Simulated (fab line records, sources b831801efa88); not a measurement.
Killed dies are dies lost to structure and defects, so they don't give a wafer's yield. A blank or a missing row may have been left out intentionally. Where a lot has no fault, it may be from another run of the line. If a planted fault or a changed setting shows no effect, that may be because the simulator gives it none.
Struck lot and sound lot, side by side ; flow sky130 ; 17 steps out of a route of 708
Sound: these wafers, L778.1, L778.3, L778.6. The struck wafers were L790.1, L790.2, L790.6. The cause is given at the end.
At each step with rows: each side's tool, then ch and its chambers, then its first start. Under that, the readings that differ: sound wafers ; struck wafers ; difference of the means ; sigmas: that difference in standard deviations of wafers without a fault.
alike: readings whose means differ by less than 2 such deviations, and words and numbers that are the same on both sides. not compared: withheld readings, readings that some wafer has no value for, bounds like >300 that may hide the same value, and numbers for which the record gives no deviation and whose values overlap.
Wherever a step has rows on one side only, a row that says differs or no value, or a row with sigmas, the two part there. When numbers do not overlap yet have no deviation, they are printed without sigmas and do not part them. Lack of a reading on every wafer of one side parts them only where that side has two or more wafers.

SKY_SPACER_THK_MEAS_01:
  struck on film-metro-01, day 27 21:32; sound on film-metro-01, day 23 18:23
  alike: SPACER_CVD_00_THK
SKY_SPACER_ETCHBACK_02: etches Si3N4 in CH3F/O2, stops on SiO2, time 46.7 s, target depth 45 nm.
  sound on rie-diel-04 ch 0,3, day 23 18:27; struck on rie-diel-03 ch 1,3, day 27 21:35
  alike: ch3f-flow-sccm, drypump-motor-current-A, oes-product-au, throttle-valve-pct
  not compared: rf-hours-counter-h
then, 8 steps without rows for these wafers: SKY_POLY_CUT_DEHYDRATE_00 (time 60 s); SKY_POLY_CUT_HMDS_01 (prime time 60 s); SKY_POLY_CUT_COAT_02 (resist thk 60 nm); SKY_POLY_CUT_COAT_03 (resist thk 450 nm); SKY_POLY_CUT_SOFTBAKE_04 (time 90 s); SKY_POLY_CUT_EXPOSE_05 (exposes mask NPCM, target cd 270 nm); SKY_POLY_CUT_PEB_06; SKY_POLY_CUT_DEVELOP_07 (develop time 60 s).
SKY_POLY_CUT_CD_MEAS_08: the cd target is 270 nm.
  struck on cd-sem-01, day 29 01:47; sound on cd-sem-02, day 24 23:38
reading;sound;struck;difference;sigmas
cd-nm (nm);271.2 271.5 271.2;268.2 267.4 267.5;-3.6;-3
SKY_POLY_CUT_OVL_MEAS_09:
  struck on overlay-02, day 29 01:55; sound on overlay-02, day 24 23:46
  alike: POLY_CUT_OVL
SKY_POLY_CUT_ETCH_10: etches BARC in N2/H2, stops on SiO2, time 45.9 s, target depth 60 nm.
  sound on rie-diel-02 ch 0,1,3, day 24 23:48; struck on rie-diel-03 ch 1,3, day 29 01:57
reading;sound;struck;difference;sigmas
oes-product-au (a.u.);0.857 0.859 0.850;0.821 0.811 0.836;-0.033;-7
model.KrF-thick_of_POLY_CUT_COAT_03.thk-nm (nm);407.6 408.9 408.2;414.6 416 413.7;+6.5;
model.etch.depth-nm (nm);59.93 60.13 60;56.32 54.65 56.4;-4.23;
model.POLY_CUT.cd-nm (nm);271.6 270.8 271.4;265.1 265.1 265.2;-6.1;
  alike: drypump-motor-current-A, h2-flow-sccm, throttle-valve-pct
  not compared: rf-hours-counter-h
SKY_POLY_CUT_ETCH_11: etches Si3N4 in CF4/CH2F2/Ar, stops on poly-Si, time 42.5 s, target depth 60 nm.
  sound on rie-diel-02 ch 0,1,3, day 24 23:50; struck on rie-diel-03 ch 1,3, day 29 01:59
reading;sound;struck;difference;sigmas
oes-product-au (a.u.);0.830 0.824 0.828;0.811 0.765 0.814;-0.031;-5
model.POLY_CUT.cd-nm (nm);271.4 270.7 271.2;265.2 265.1 265.2;-5.9;
  alike: drypump-motor-current-A, throttle-valve-pct
  not compared: rf-hours-counter-h
SKY_POLY_CUT_STRIP_12: strips in O2/N2.
  sound on plasma-asher-02 ch 0,1, day 24 23:53; struck on plasma-asher-02 ch 0,1, day 29 02:02
reading;sound;struck;difference;sigmas
strip-time-to-endpoint-s (s);5.347 5.363 5.353;5.425 5.459 5.417;+0.079;+5
  alike: drypump-motor-current-A, oes-product-au
  not compared: rf-hours-counter-h
then, 1 step without rows for these wafers: SKY_SD_P_DEHYDRATE_00 (time 60 s).
-- a jump in the record: the struck wafers' starts before and after are 20 days apart (it breaks off in module SD_P and resumes in module PAD_OPEN, where the first step shown is number 708 of the route) --
SKY_PAD_OPEN_PROBE_99:
  struck on prober-02, day 49 02:40; sound on prober-02, day 46 09:10
reading;sound;struck;difference;sigmas
hold;- - -;await-dispo/2.6h/release await-dispo/2.6h/release await-dispo/2.6h/release;no value on the sound wafers;
killed-at-contacts;12 19 20;37 29 36;+17;+3
killed-at-front-end;10 16 14;26 107 40;+44;+9
killed-dies;74 80 87;106 188 121;+58;+5
  alike: killed_at_M0_to_M3, killed_at_M4_up, killed-at-other, killed-open, killed-short

WHERE THEY PART
First at SKY_POLY_CUT_CD_MEAS_08; last, within this record, at SKY_PAD_OPEN_PROBE_99.

WHY: what the simulator had put in
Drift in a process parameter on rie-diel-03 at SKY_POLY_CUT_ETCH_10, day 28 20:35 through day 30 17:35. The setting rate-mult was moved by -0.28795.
